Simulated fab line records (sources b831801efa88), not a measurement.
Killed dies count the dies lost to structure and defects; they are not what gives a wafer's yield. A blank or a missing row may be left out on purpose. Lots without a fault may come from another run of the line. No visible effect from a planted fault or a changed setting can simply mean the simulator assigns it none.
8D (eight disciplines) problem report, filled in by code + flow sky130 + the parts of the form that need people (team, actions taken, sign-off) are left out

## 1. THE ISSUE
CAPM_CVD_00_THK at SKY_CAPM_THK_MEAS_01 reads a mean of 19.89 nm on 6 wafers of 2 lots; wafers without a fault read 15.61 nm with a standard deviation of 0.21. That is +20 standard deviations from the usual mean.
First observed at day 36 18:41: wafer L214.1, on film_metro-02. Wafers with a number at this step in the record: 36, from 12 lots. The rule behind "out" and "out of limits": a value lying over 4 standard deviations away from the usual mean. All remaining wafers that have a number are taken as sound.

## 2. WHAT IT IS, WHAT IT ISN'T
| question                    | is                           | is not                                                                                                  |
|-----------------------------|------------------------------|---------------------------------------------------------------------------------------------------------|
| which readings at this step | CAPM_CVD_00_THK              | -                                                                                                       |
| which lots                  | L214, L215                   | L211, L212, L213, L222, L223, L225, L226, L230, L231, L234                                              |
| which wafers of those lots  | all that have a number       | -                                                                                                       |
| read on which gauges        | film_metro-01, film_metro-02 | film_metro-04                                                                                           |
| when                        | from day 36 18:41            | up to then (9 sound wafers); but 21 sound wafers of L222, L223, L225, L226, L230, L231, L234 came after |

## 3. SUSPECTS, AND WHAT RULES EACH OUT
Counting: a tool at a process step up to the reading stays a suspect if it ran every lot that is out and no sound lot after the first of them.
- the gauge at SKY_CAPM_THK_MEAS_01 has been ruled out. 2 gauges (film_metro-01, film_metro-02) read the wafers that are out.
- pvd_sputter-03 at SKY_METAL2_SPUTTER_04 (material TiN, target thk 70 nm, time 58.3 s): ruled out as a lasting fault. After its first lot that is out, L214 (day 34 10:38), sound lots L225 ran on it.
- pecvd-03 at SKY_CAPM_CVD_00 (deposits SiO2, target thk 15.5 nm): ruled out as a lasting fault. After its first lot that is out, L214 (day 36 18:40), sound lots L223, L226, L230, L234 ran on it.
Left after counting: nothing in the record.

## 4. THE CAUSE (what the simulator had put in)
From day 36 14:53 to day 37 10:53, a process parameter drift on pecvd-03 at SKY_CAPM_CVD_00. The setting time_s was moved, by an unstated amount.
The count ruled it out by mistake, since the rule takes a fault to strike every lot its tool runs from the start of the fault on, and this one did not do so.

## 5. THE EFFECT CHAIN, in route order
Each row: a reading whose mean over the struck wafers that have a number lies more than 3 standard deviations from the usual. Readings are gone through only where the record gives a usual standard deviation; hours: the median, over the lots, of the time from a lot's start at the first step in this table giving one to that lot's start at this step; sigmas: the change measured in usual standard deviations.
| hours | step                 | reading         | usual      | on struck wafers | change | sigmas |
|-------|----------------------|-----------------|------------|------------------|--------|--------|
| 0     | SKY_CAPM_THK_MEAS_01 | CAPM_CVD_00_THK | 15.61 nm   | 19.89            | +4.28  | +20    |
| 52    | SKY_METAL3_ETCH_17   | oes_product_au  | 0.757 a.u. | 0.864            | +0.107 | +15    |
It contains these process steps:
- SKY_METAL3_ETCH_17: etches SiO2 in C4F8/O2/Ar, stops on TiN, time 3.9 s, target depth 15 nm.

## 6. HOW IT WOULD HAVE BEEN CAUGHT EARLIER
4 hours passed between the start of the fault at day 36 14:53 and the first reading out of limits at a measuring or inspecting step in this record, taken at day 36 18:41.
Tool readings at SKY_CAPM_CVD_00 with a usual standard deviation given in the record: none out on any struck wafer, hence no alarm at a limit of 4 standard deviations on them.
